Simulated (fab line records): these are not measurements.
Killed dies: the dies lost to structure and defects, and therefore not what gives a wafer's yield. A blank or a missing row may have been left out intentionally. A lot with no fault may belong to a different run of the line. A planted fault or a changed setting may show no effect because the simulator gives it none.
8D (eight disciplines) problem report, filled in by code + flow sky130 + the parts of the form that need people (team, actions taken, sign-off) are left out

## 1. WHAT IS WRONG
Mean of bias w at SKY_POLY_GATE_ETCH_15: 95.08 W across 6 wafers in 2 lots; on wafers with no fault it is 100.01 W (standard deviation 0.29). Relative to the usual mean, that is a shift of -17 standard deviations.
The step: etches BARC in N2/H2, stops on SiO2, time 118.5 s, target depth 110 nm.
First seen on wafer L388.1, day 21 20:36, on rie diel-02. Wafers with a number at this step in the record: 36, from 12 lots. The rule behind "out" and "out of limits": a value lying over 4 standard deviations away from the usual mean. The rest of the wafers with a number are treated as sound.

## 2. WHAT IT IS, AND WHAT IT ISN'T
| question                    | is                     | is not                                                                                       |
|-----------------------------|------------------------|----------------------------------------------------------------------------------------------|
| which readings at this step | bias w                 | drypump motor current A, h2 flow sccm, oes product au, throttle valve pct                    |
| which lots                  | L388, L390             | L374, L375, L379, L380, L381, L389, L392, L394, L395, L397                                   |
| which wafers of those lots  | all that have a number | -                                                                                            |
| read on which tools         | rie diel-02            | rie diel-01, rie diel-03                                                                     |
| when                        | from day 21 20:36      | up to then (15 sound wafers); but 15 sound wafers of L389, L392, L394, L395, L397 came after |

## 3. THE SUSPECTS, EACH WITH WHAT RULES IT OUT
Counting: a tool at a process step up to the reading stays a suspect if it ran every lot that is out and no sound lot after the first of them.
- cmp-01 at SKY_FIELD_ISO_CMP_27 (polishes, stops on Si3N4, t overpolish 16 s, target thk 457.8 nm): ruled out as a lasting fault. After its first lot that is out, L388 (day 5 12:14), sound lots L389, L397 ran on it.
- rie diel-02 at SKY_POLY_GATE_ETCH_15 (etches BARC in N2/H2, stops on SiO2, time 118.5 s, target depth 110 nm): kept. It ran every lot that is out, first L388 (day 21 20:36), and no sound lot after that; its last sound lot up to then is L380 (day 18 18:32). On those wafers its own readings are out: bias w.
Remaining after the count: rie diel-02 at SKY_POLY_GATE_ETCH_15.

## 4. THE CAUSE (what the simulator had put in)
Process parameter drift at SKY_POLY_GATE_ETCH_15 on rie diel-02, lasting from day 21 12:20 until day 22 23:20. Setting bias w, moved by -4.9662, from 100. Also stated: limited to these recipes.
Counting left only this tool.

## 5. THE CHAIN OF EFFECTS, in route order
One row per reading whose mean, taken over the struck wafers that have a number, lies over 3 standard deviations from the usual. Readings are gone through only where the record gives a usual standard deviation; hours: the median, over the lots, of the time from a lot's start at the first step in this table giving one to that lot's start at this step; sigmas: the change measured in usual standard deviations.
| hours | step                  | reading | usual    | on struck wafers | change | sigmas |
|-------|-----------------------|---------|----------|------------------|--------|--------|
| 0     | SKY_POLY_GATE_ETCH_15 | bias w  | 100.01 W | 95.08            | -4.93  | -17    |
Its process steps:
- SKY_POLY_GATE_ETCH_15: etches BARC in N2/H2, stops on SiO2, time 118.5 s, target depth 110 nm.
Later steps that measure or inspect, where all struck wafers having a row at the step show a number for every such reading and not one has moved that far: SKY_LOCAL_INTERCONNECT_RS_MEAS_01.

## 6. HOW IT WOULD HAVE BEEN CAUGHT EARLIER
8 hours passed between the start of the fault at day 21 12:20 and the first reading out of limits in this record, taken at day 21 20:36.
